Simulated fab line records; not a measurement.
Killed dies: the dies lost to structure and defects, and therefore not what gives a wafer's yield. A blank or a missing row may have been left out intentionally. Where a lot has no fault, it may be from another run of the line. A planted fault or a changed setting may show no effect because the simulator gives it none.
Struck lot and sound lot, side by side :: flow sfq line :: 42 out of 325 route steps
Sound: these wafers, L630.4, L630.5, L630.6. Struck: wafer L622.6 (L622.3, L622.4, from the same lot, were not struck and are left out); the cause is given at the end.
At each step with rows: each side's tool, then ch and its chambers, then its first start. Under that, the readings that differ: sound wafers :: struck wafers :: difference of the means :: sigmas: that difference in standard deviations of wafers without a fault.
alike: readings with means less than 2 such deviations apart, plus words and numbers identical on both sides. not compared: withheld readings, readings lacking a value on some wafer, bounds such as >300 that could conceal the same value, and numbers that have no deviation in the record and whose values overlap.
The two part at a step that has a row with sigmas, a row that says differs or no value, or rows on one side only. Numbers that have no deviation but don't overlap get no sigmas and don't part them. Lack of a reading on every wafer of one side parts them only where that side has two or more wafers.

first, 6 steps without rows for these wafers: SFQ_TRILAYER_M3_LITHO_COAT_080 (resist thk 62 nm); SFQ_TRILAYER_M3_LITHO_COAT_075 (resist thk 600 nm); SFQ_TRILAYER_M3_LITHO_SOFTBAKE_079; SFQ_TRILAYER_M3_LITHO_EXPOSE_076 (exposes mask M3, target cd 500 nm); SFQ_TRILAYER_M3_LITHO_PEB_078 (peb time 60 s); SFQ_TRILAYER_M3_LITHO_DEVELOP_077 (time 60 s).
SFQ_M3_OVL_MEAS_921:
  sound on overlay-01 at day 44 05:20; struck on overlay-02 at day 42 05:13
  alike: M3_OVL
SFQ_TRILAYER_M3_BARC_OPEN_METAL_ETCH_100: etches BARC in O2, target depth 125 nm, time 41.7 s.
  sound on rie metal-02 ch 0,1, day 44 05:23; struck on rie metal-01 ch 1, day 42 05:15
  alike: drypump motor current A, oes product au
  not compared: rf hours counter h
then, 3 steps without rows for these wafers: SFQ_TRILAYER_M3_ETCH_METAL_ETCH_078 (etches Nb in Cl2/Ar, stops on SiO2, target depth 240 nm, time 120 s); SFQ_TRILAYER_M3_STRIP_STRIP_079 (strips in O2); SFQ_TRILAYER_M3_STRIP_SOLV_CLEAN_080 (cleans in NMP, time 600 s).
SFQ_TRILAYER_I3_DEP_PECVD_081: deposits SiO2 from SiH4/N2O, time 111.11 s, target thk 500 nm.
  sound on pecvd-01 ch 0,1,2, day 44 06:22; struck on pecvd-02 ch 0, day 42 06:11
reading: heater power w (W)
sound: 79 75 84
struck: 103
difference: +24
sigmas: +2
  alike: throttle valve pct
SFQ_TRILAYER_I3_CMP_CMP_082: polishes SiO2.
  sound on cmp-01 ch 0,3, day 44 22:06; struck on cmp-02 ch 2, day 42 17:17
reading: time to endpoint s (s)
sound: 207 200 216
struck: 285
difference: +77
sigmas: +8

reading: model.SiO2_of_TRILAYER_I3_DEP_PECVD_081.thk nm (nm)
sound: 198.6 198.5 199.8
struck: 307.1
difference: +108.1
sigmas: 
  alike: motor current A, slurry filter dp kPa
SFQ_I3_BOW_MEAS_922:
  sound on film metro-03 at day 45 01:10; struck on film metro-02 at day 42 17:49
reading: I3_BOW (um)
sound: 2 -4 -10
struck: 17
difference: +21
sigmas: +2
SFQ_TRILAYER_I3_METRO_MEASURE_083:
  sound on film metro-03 at day 45 01:49; struck on film metro-02 at day 42 18:18
reading: thk nm (nm)
sound: 198.7 198.4 199.9
struck: 307.0
difference: +108.0
sigmas: +83
then, 6 steps without rows for these wafers: SFQ_TRILAYER_I3_VIA_LITHO_COAT_090 (resist thk 62 nm); SFQ_TRILAYER_I3_VIA_LITHO_COAT_085 (resist thk 650 nm); SFQ_TRILAYER_I3_VIA_LITHO_SOFTBAKE_089; SFQ_TRILAYER_I3_VIA_LITHO_EXPOSE_086 (exposes mask I3, target cd 500 nm); SFQ_TRILAYER_I3_VIA_LITHO_PEB_088 (peb time 60 s); SFQ_TRILAYER_I3_VIA_LITHO_DEVELOP_087 (time 60 s).
-- the record jumps here: 6 days lie between the struck wafers' starts before and after --
SFQ_I3_OVL_MEAS_923:
  sound on overlay-01 at day 50 22:44; struck on overlay-01 at day 48 13:08
  alike: I3_OVL
then, 1 step without rows for these wafers: SFQ_TRILAYER_I3_VIA_BARC_OPEN_VIA_ETCH_121 (etches BARC in O2, target depth 125 nm, time 41.7 s).
SFQ_TRILAYER_I3_VIA_ETCH_VIA_ETCH_088: etches SiO2 in CHF3, stops on Nb, target depth 260 nm.
  sound on rie diel-04 ch 0,2,3, day 50 22:48; struck on rie diel-03 ch 0, day 48 13:12
reading: oes product au (a.u.)
sound: 0.847 0.848 0.848
struck: 1.017
difference: +0.169
sigmas: +32

reading: model.I3.feature depth nm (nm)
sound: 198.6 198.5 199.8
struck: 266.6
difference: +67.6
sigmas: 

reading: model.etch.depth nm (nm)
sound: 198.6 198.5 199.8
struck: 266.6
difference: +67.6
sigmas: 
  alike: drypump motor current A
then, 2 steps without rows for these wafers: SFQ_TRILAYER_I3_VIA_STRIP_STRIP_089 (strips in O2); SFQ_TRILAYER_I3_VIA_STRIP_SOLV_CLEAN_090 (cleans in NMP, time 600 s).
SFQ_TRILAYER_M4_DEP_PRE_CLEAN_092: time 22.5 s.
  sound on pvd sputter-04 at day 50 23:41; struck on pvd sputter-04 at day 48 14:05
reading: model.SiO2_of_TRILAYER_I3_DEP_PECVD_081.thk nm (nm)
sound: 191.1 191 192.3
struck: 299.6
difference: +108.1
sigmas: 
SFQ_TRILAYER_M4_DEP_SPUTTER_091: material Nb, target thk 200 nm, time 133.3 s.
  sound on pvd sputter-04 at day 50 23:43; struck on pvd sputter-04 at day 48 14:07
  alike: throttle valve pct
SFQ_M4_RS_MEAS_924: uses a four-point probe to measure.
  sound on film metro-02 at day 50 23:52; struck on film metro-04 at day 48 14:14
  alike: M4_NB_RS
then, 6 steps without rows for these wafers: SFQ_TRILAYER_M4_LITHO_COAT_098 (resist thk 62 nm); SFQ_TRILAYER_M4_LITHO_COAT_093 (resist thk 600 nm); SFQ_TRILAYER_M4_LITHO_SOFTBAKE_097; SFQ_TRILAYER_M4_LITHO_EXPOSE_094 (exposes mask M4, target cd 500 nm); SFQ_TRILAYER_M4_LITHO_PEB_096 (peb time 60 s); SFQ_TRILAYER_M4_LITHO_DEVELOP_095 (time 60 s).
-- the record jumps here: 5 days lie between the struck wafers' starts before and after --
SFQ_M4_OVL_MEAS_926:
  sound on overlay-01 at day 54 06:38; struck on overlay-02 at day 53 21:02
  alike: M4_OVL
then, 1 step without rows for these wafers: SFQ_TRILAYER_M4_BARC_OPEN_METAL_ETCH_123 (etches BARC in O2, target depth 125 nm, time 41.7 s).
SFQ_TRILAYER_M4_ETCH_METAL_ETCH_096: etches Nb in Cl2/Ar, stops on SiO2, target depth 240 nm, time 120 s.
  sound on rie metal-01 ch 0,1, day 54 06:45; struck on rie metal-03 ch 0, day 53 21:09
  alike: drypump motor current A, oes product au
  not compared: rf hours counter h
SFQ_TRILAYER_M4_STRIP_STRIP_097: strips in O2.
  sound on rie metal-01 ch 0,1, day 54 07:02; struck on rie metal-03 ch 0, day 53 21:26
reading: oes product au (a.u.)
sound: 1.019 1.001 1.012
struck: 0.985
difference: -0.026
sigmas: -2
  alike: drypump motor current A
  not compared: rf hours counter h
then, 2 steps without rows for these wafers: SFQ_TRILAYER_M4_STRIP_SOLV_CLEAN_098 (cleans in NMP, time 600 s); SFQ_TRILAYER_I4_DEP_PECVD_099 (deposits SiO2 from SiH4/N2O, time 111.11 s, target thk 500 nm).
-- the record jumps here: 38 days lie between the struck wafers' starts before and after --
SFQ_M8_BOW_MEAS_951:
  sound on film metro-03 at day 94 23:37; struck on film metro-01 at day 91 11:20
reading: M8_BOW (um)
sound: 4 -2 -9
struck: 26
difference: +28
sigmas: +3

reading: model.etest.i3.link ohm
sound: 1.999 1.976 1.997
struck: 1e+06
difference: +1e+06
sigmas: 

== WHERE THEY PART ==
First at SFQ_TRILAYER_I3_DEP_PECVD_081; last, within this record, at SFQ_M8_BOW_MEAS_951.

WHY: what had been put in by the simulator
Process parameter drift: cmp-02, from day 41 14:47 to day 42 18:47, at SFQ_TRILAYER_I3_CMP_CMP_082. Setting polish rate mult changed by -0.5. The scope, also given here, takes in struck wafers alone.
